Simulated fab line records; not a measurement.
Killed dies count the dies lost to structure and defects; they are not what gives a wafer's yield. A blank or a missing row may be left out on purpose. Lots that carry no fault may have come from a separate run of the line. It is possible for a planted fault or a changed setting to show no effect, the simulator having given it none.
Struck lot and sound lot, side by side | flow gf180mcu | 15 out of 602 route steps
Sound: the wafers L698.3, L698.4, L698.5. Wafers struck: L705.4, L705.5, L705.6. Last of all comes the cause.
At each step with rows: each side's tool, then ch and its chambers, then its first start. Under that, the readings that differ: sound wafers | struck wafers | difference of the means | sigmas: that difference in standard deviations of wafers without a fault.
alike: same words and numbers on both sides, and readings whose means sit less than 2 such deviations apart. not compared: any withheld reading, any reading some wafer has no value for, any bound like >300 that may hide the same value, and any number with overlapping values for which the record gives no deviation.
The two part at a step that has a row with sigmas, a row that says differs or no value, or rows on one side only. Numbers that have no deviation but don't overlap get no sigmas and don't part them. A reading that every wafer of one side lacks parts them only if that side has two wafers or more.

first, 1 step without rows for these wafers: GF_LVPWELL_DEVELOP_06 (develop time 60 s).
GF_LVPWELL_OVL_MEAS_07:
  sound: overlay-01 at day 6 03:21; struck: overlay-01 at day 7 20:13
  alike: LVPWELL_OVL
then, 2 steps without rows for these wafers: GF_LVPWELL_IMPLANT_08; GF_LVPWELL_IMPLANT_09.
GF_LVPWELL_STRIP_10: strips in O2/N2.
  sound on plasma_asher-02 ch 0,1, day 6 03:43; struck on plasma_asher-03 ch 0,1, day 7 20:34
  alike: drypump_motor_current_A, heater_power_w, oes_product_au, strip_time_to_endpoint_s
  not compared: rf_hours_counter_h
GF_LVPWELL_TW_MEAS_11:
  sound: film_metro-04 at day 6 03:47; struck: film_metro-02 at day 7 20:39
  reading    | sound       | struck      | difference | sigmas
  LVPWELL_TW | 565 568 564 | 553 556 549 | -13        | -3
then, 6 steps without rows for these wafers: GF_MVSD_DEHYDRATE_00 (time 60 s); GF_MVSD_HMDS_01 (prime time 60 s); GF_MVSD_COAT_02 (resist thk 3000 nm); GF_MVSD_SOFTBAKE_03; GF_MVSD_EXPOSE_04 (exposes mask MVSD, target cd 1000 nm); GF_MVSD_PEB_05.
GF_MVSD_DEVELOP_06: develop time 60 s.
  sound on litho_track-02 ch 0, day 6 18:00; struck on litho_track-04 ch 0, day 8 12:00
  alike: resist_line_temp_C
GF_MVSD_OVL_MEAS_07:
  sound: overlay-01 at day 6 18:46; struck: overlay-01 at day 8 12:35
  reading       | sound        | struck | difference                    | sigmas
  MVSD_OVL (nm) | -0.1 0.3 0.0 | - - -  | no value on the struck wafers |
then, 1 step without rows for these wafers: GF_MVSD_IMPLANT_08.

## WHERE THEY PART
Earliest at GF_LVPWELL_TW_MEAS_11; latest, in this record, at GF_MVSD_OVL_MEAS_07.

WHY: the cause the simulator had injected
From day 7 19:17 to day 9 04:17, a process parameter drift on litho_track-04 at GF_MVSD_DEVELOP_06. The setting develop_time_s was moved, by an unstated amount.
